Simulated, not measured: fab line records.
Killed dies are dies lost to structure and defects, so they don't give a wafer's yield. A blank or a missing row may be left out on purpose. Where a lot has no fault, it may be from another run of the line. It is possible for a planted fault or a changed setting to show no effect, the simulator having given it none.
Matching of chambers || flow gf180mcu || GF_V2_CVD_02 on pecvd-04 has 3 sister chambers
The step deposits SiO2 from TEOS, target thk 850 nm, time 94.851 s. 6 wafers are shown with their chamber, then 10 later ones without.

## EACH WAFER AND ITS CHAMBER
{"wafer": "L086.3", "chamber": 2, "heater power outer w (W)": 307, "heater power w (W)": 583}
{"wafer": "L087.6", "chamber": 2, "heater power outer w (W)": 292, "heater power w (W)": 560}
{"wafer": "L090.4", "chamber": 1, "heater power outer w (W)": 404, "heater power w (W)": 682}
{"wafer": "L090.5", "chamber": 0, "heater power outer w (W)": 234, "heater power w (W)": 486}
{"wafer": "L089.1", "chamber": 0, "heater power outer w (W)": 324, "heater power w (W)": 608}
{"wafer": "L089.3", "chamber": 1, "heater power outer w (W)": 407, "heater power w (W)": 655}

## WAFERS WHOSE CHAMBER IS MISSING
{"wafer": "L089.4", "heater power outer w (W)": 433, "heater power w (W)": 714}
{"wafer": "L092.1", "heater power outer w (W)": 249, "heater power w (W)": 511}
{"wafer": "L092.2", "heater power outer w (W)": 292, "heater power w (W)": 546}
{"wafer": "L092.3", "heater power outer w (W)": 436, "heater power w (W)": 687}
{"wafer": "L093.1", "heater power outer w (W)": 293, "heater power w (W)": 548}
{"wafer": "L093.3", "heater power outer w (W)": 335, "heater power w (W)": 625}
{"wafer": "L093.6", "heater power outer w (W)": 460, "heater power w (W)": 729}
{"wafer": "L096.2", "heater power outer w (W)": 322, "heater power w (W)": 600}
{"wafer": "L096.4", "heater power outer w (W)": 324, "heater power w (W)": 633}
{"wafer": "L096.5", "heater power outer w (W)": 312, "heater power w (W)": 587}

## CHAMBER TAKEN BY EACH
{"wafer": "L089.4", "from the rows above": 1, "in truth": 1}
{"wafer": "L092.1", "from the rows above": "can't be placed: 0 or 2", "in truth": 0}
{"wafer": "L092.2", "from the rows above": "can't be placed: 0 or 2", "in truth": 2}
{"wafer": "L092.3", "from the rows above": 1, "in truth": 1}
{"wafer": "L093.1", "from the rows above": "can't be placed: 0 or 2", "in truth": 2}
{"wafer": "L093.3", "from the rows above": "can't be placed: 2 or 1 or 0", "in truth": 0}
{"wafer": "L093.6", "from the rows above": 1, "in truth": 1}
{"wafer": "L096.2", "from the rows above": "can't be placed: 2 or 0 or 1", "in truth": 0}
{"wafer": "L096.4", "from the rows above": "can't be placed: 2 or 0 or 1", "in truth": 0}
{"wafer": "L096.5", "from the rows above": "can't be placed: 2 or 0", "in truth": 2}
3 of 10 placed correctly. Can't be placed from these rows: 7 (the true chamber is among the candidates in 7). Wrongly placed: 0.
How it was worked out, from the rows above alone: a wafer's distance from a chamber is the root of the sum, over the readings, of the square of ((its reading less the chamber's mean) divided by the reading's scatter). If the next closest chamber is less than 2 further off than the closest, the wafer can't be placed; otherwise it belongs to the closest. For every chamber, the mean is computed from those of its wafers that are shown. How the scatter is found: for the shown wafers, subtract from each reading the mean of its chamber, square and add these, divide the total by (wafers less chambers), then take the root.
